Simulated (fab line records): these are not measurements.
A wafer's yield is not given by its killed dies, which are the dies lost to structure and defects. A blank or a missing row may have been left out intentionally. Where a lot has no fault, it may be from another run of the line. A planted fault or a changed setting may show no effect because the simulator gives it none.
Which of the tools did it? -- flow sfqLine -- 42 wafers from 14 lots sampled at 5 of the route's 325 steps

WHAT THE GAUGES SHOWED, per wafer
SFQ_M0_RS_MEAS_904: measurement is done with a four-point probe. Usual: M0_NB_RS typically reads 0.911 ohm/sq, with standard deviation 0.0088.
lot,measured,on,M0_NB_RS (ohm/sq),flag
L448,day 5 06:55,filmMetro-01,0.927 0.928 0.929,
L450,day 5 18:56,filmMetro-04,0.910 0.910 0.905,
L451,day 6 02:05,filmMetro-04,0.902 0.912 0.913,
L452,day 6 06:56,filmMetro-02,0.909 0.909 0.914,
L453,day 6 12:53,filmMetro-01,0.901 0.909 0.902,
L454,day 7 01:11,filmMetro-04,0.908 0.904 0.913,
L455,day 7 07:59,filmMetro-02,0.917 0.904 0.909,
L456,day 7 12:43,filmMetro-01,0.910 0.914 0.912,
L458,day 8 01:59,filmMetro-04,0.920 0.918 0.925,
L460,day 8 12:44,filmMetro-04,0.895 0.909 0.898,
L461,day 8 17:31,filmMetro-01,0.919 0.919 0.916,
L464,day 9 07:58,filmMetro-04,0.908 0.906 0.906,
L467,day 10 07:56,filmMetro-04,0.761 0.757 0.760,OFF
L468,day 10 13:46,filmMetro-01,0.753 0.761 0.752,OFF

SFQ_I3_OVL_MEAS_923. Usual: I3_OVL typically reads -2 nm, with standard deviation 5.9.
lot,measured,on,I3_OVL (nm),flag
L448,day 27 17:36,overlay-02,4 2 2,
L450,day 28 15:56,overlay-01,0 -4 -1,
L451,day 34 02:56,overlay-01,-1 -1 5,
L452,day 34 12:53,overlay-01,-3 4 -7,
L453,day 35 01:07,overlay-01,-8 -9 -5,
L454,day 35 16:37,overlay-02,1 -2 -1,
L455,day 36 05:56,overlay-02,-18 -10 -8,
L456,day 36 15:35,overlay-02,-1 -4 1,
L458,day 37 20:33,overlay-01,1 -3 8,
L460,day 38 19:15,overlay-02,-4 1 0,
L461,day 39 00:03,overlay-02,-7 -4 -8,
L464,day 40 02:04,overlay-01,-6 3 -2,
L467,day 41 01:35,overlay-02,-8 -4 4,
L468,day 41 11:18,overlay-01,9 -7 2,

EACH LOT AND THE TOOL THAT RAN IT (in order: tool; ch and the chambers of the sampled wafers; start)
lot,SFQ_TRILAYER_M0_DEP_SPUTTER_019,SFQ_TRILAYER_M0_ETCH_METAL_ETCH_024,SFQ_TRILAYER_M1_BARC_OPEN_METAL_ETCH_054
L448,"pvdSputter-05, day 5 06:48","rieMetal-02 ch 0,1, day 8 14:12","rieMetal-04 ch 0,1, day 17 04:14"
L450,"pvdSputter-04, day 5 18:48","rieMetal-04 ch 0,1, day 9 03:29","rieMetal-01 ch 0,1, day 18 00:39"
L451,"pvdSputter-03, day 6 02:00","rieMetal-04 ch 0,1, day 9 09:25","rieMetal-03 ch 0,1, day 18 06:38"
L452,"pvdSputter-05, day 6 06:49","rieMetal-04 ch 0,1, day 9 17:48","rieMetal-03 ch 0,1, day 18 18:38"
L453,"pvdSputter-03, day 6 12:48","rieMetal-02 ch 0,1, day 10 04:25","rieMetal-04 ch 0,1, day 19 07:50"
L454,"pvdSputter-05, day 7 01:05","rieMetal-02 ch 0,1, day 10 16:24","rieMetal-03 ch 0,1, day 20 03:02"
L455,"pvdSputter-05, day 7 07:50","rieMetal-02 ch 0,1, day 10 23:39","rieMetal-04 ch 0,1, day 20 17:27"
L456,"pvdSputter-05, day 7 12:38","rieMetal-01 ch 0,1, day 11 05:36","rieMetal-01 ch 0,1, day 21 05:37"
L458,"pvdSputter-03, day 8 01:51","rieMetal-01 ch 0,1, day 11 18:51","rieMetal-03 ch 0,1, day 22 22:05"
L460,"pvdSputter-04, day 8 12:38","rieMetal-02 ch 0,1, day 12 08:00","rieMetal-03 ch 0,1, day 23 13:45"
L461,"pvdSputter-04, day 8 17:26","rieMetal-02 ch 0,1, day 12 15:12","rieMetal-01 ch 0,1, day 23 18:28"
L464,"pvdSputter-03, day 9 07:50","rieMetal-01 ch 0,1, day 13 03:15","rieMetal-01 ch 0,1, day 24 15:55"
L467,"pvdSputter-03, day 10 07:50","rieMetal-02 ch 0,1, day 14 06:51","rieMetal-03 ch 0,1, day 26 00:16"
L468,"pvdSputter-03, day 10 13:38","rieMetal-04 ch 0,1, day 14 11:53","rieMetal-04 ch 0,1, day 26 06:17"
- SFQ_TRILAYER_M0_DEP_SPUTTER_019: material Nb, target thk 200 nm, time 133.3 s.
- SFQ_TRILAYER_M0_ETCH_METAL_ETCH_024: etches Nb in Cl2/Ar, stops on SiO2, target depth 240 nm, time 120 s.
- SFQ_TRILAYER_M1_BARC_OPEN_METAL_ETCH_054: etches BARC in O2, target depth 125 nm, time 41.7 s.

WHAT THE TOOLS THEMSELVES READ (means of the sampled wafers that have a number; where no wafer has one, the mark that the record gives instead)
SFQ_TRILAYER_M0_DEP_SPUTTER_019. Usual: throttleValvePct at 30.0 %, with a standard deviation of 0.85.
lot,tool,throttleValvePct (%),flag
L448,pvdSputter-05,29.2,
L450,pvdSputter-04,30.9,
L451,pvdSputter-03,29.9,
L452,pvdSputter-05,29.6,
L453,pvdSputter-03,29.1,
L454,pvdSputter-05,29.4,
L455,pvdSputter-05,30.1,
L456,pvdSputter-05,30.1,
L458,pvdSputter-03,30.1,
L460,pvdSputter-04,29.9,
L461,pvdSputter-04,30.8,
L464,pvdSputter-03,30.7,
L467,pvdSputter-03,29.7,
L468,pvdSputter-03,30.1,

SFQ_TRILAYER_M0_ETCH_METAL_ETCH_024. Usual: drypumpMotorCurrentA 5.29 A, standard deviation 0.16; oesProductAu 0.884 a.u., standard deviation 0.0066.
lot,tool,drypumpMotorCurrentA (A),oesProductAu (a.u.),flag
L448,rieMetal-02,5.27,0.881,
L450,rieMetal-04,5.32,0.885,
L451,rieMetal-04,5.17,0.883,
L452,rieMetal-04,5.32,0.884,
L453,rieMetal-02,5.28,0.888,
L454,rieMetal-02,5.28,0.883,
L455,rieMetal-02,5.28,0.879,
L456,rieMetal-01,5.34,0.886,
L458,rieMetal-01,5.34,0.875,
L460,rieMetal-02,5.28,0.892,
L461,rieMetal-02,5.28,0.883,
L464,rieMetal-01,5.32,0.887,
L467,rieMetal-02,5.30,0.978,OFF
L468,rieMetal-04,5.19,0.982,OFF

SFQ_TRILAYER_M1_BARC_OPEN_METAL_ETCH_054. Usual: drypumpMotorCurrentA 5.3 A, standard deviation 0.34; oesProductAu 0.685 a.u., standard deviation 0.0051.
lot,tool,drypumpMotorCurrentA (A),oesProductAu (a.u.),flag
L448,rieMetal-04,5.3,0.686,
L450,rieMetal-01,5.5,0.681,
L451,rieMetal-03,5.1,0.684,
L452,rieMetal-03,5.4,0.686,
L453,rieMetal-04,5.2,0.685,
L454,rieMetal-03,5.1,0.689,
L455,rieMetal-04,5.3,0.690,
L456,rieMetal-01,5.3,0.684,
L458,rieMetal-03,5.4,0.689,
L460,rieMetal-03,5.1,0.687,
L461,rieMetal-01,5.3,0.683,
L464,rieMetal-01,5.5,0.687,
L467,rieMetal-03,5.4,0.682,
L468,rieMetal-04,5.3,0.689,

THE ANSWER, worked out from the rows above alone
Rule: a lot counts as off when the mean over its wafers that have a number is more than 3 standard deviations away from the usual mean. Also off: a lot with no number at a reading for which 4 or more lots have one. Where the step has rows for the other lots, those lots are counted as sound. First the gauges in route order, then the tools' own readings, where a lot's mean is used as printed above. The first step at which some lot is off is used, and at that step the reading that is off furthest; a lot without a number counts as furthest.
Off: L467, L468, seen at SFQ_M0_RS_MEAS_904 (M0_NB_RS).
A tool fits if, at a process step before that reading, it ran every lot that is off, and no sound lot after the first of them. The gauges at SFQ_M0_RS_MEAS_904 aren't tried: what is off there is off at SFQ_TRILAYER_M0_ETCH_METAL_ETCH_024 too, on other tools, and a gauge's error can't cause that. One candidate fits, namely pvdSputter-03 at SFQ_TRILAYER_M0_DEP_SPUTTER_019. A fault onset in the window from L464 (day 9 07:50, its last sound lot) to L467 (day 10 07:50, its first lot off) fits.

WHAT THE SIMULATOR HAD INSERTED
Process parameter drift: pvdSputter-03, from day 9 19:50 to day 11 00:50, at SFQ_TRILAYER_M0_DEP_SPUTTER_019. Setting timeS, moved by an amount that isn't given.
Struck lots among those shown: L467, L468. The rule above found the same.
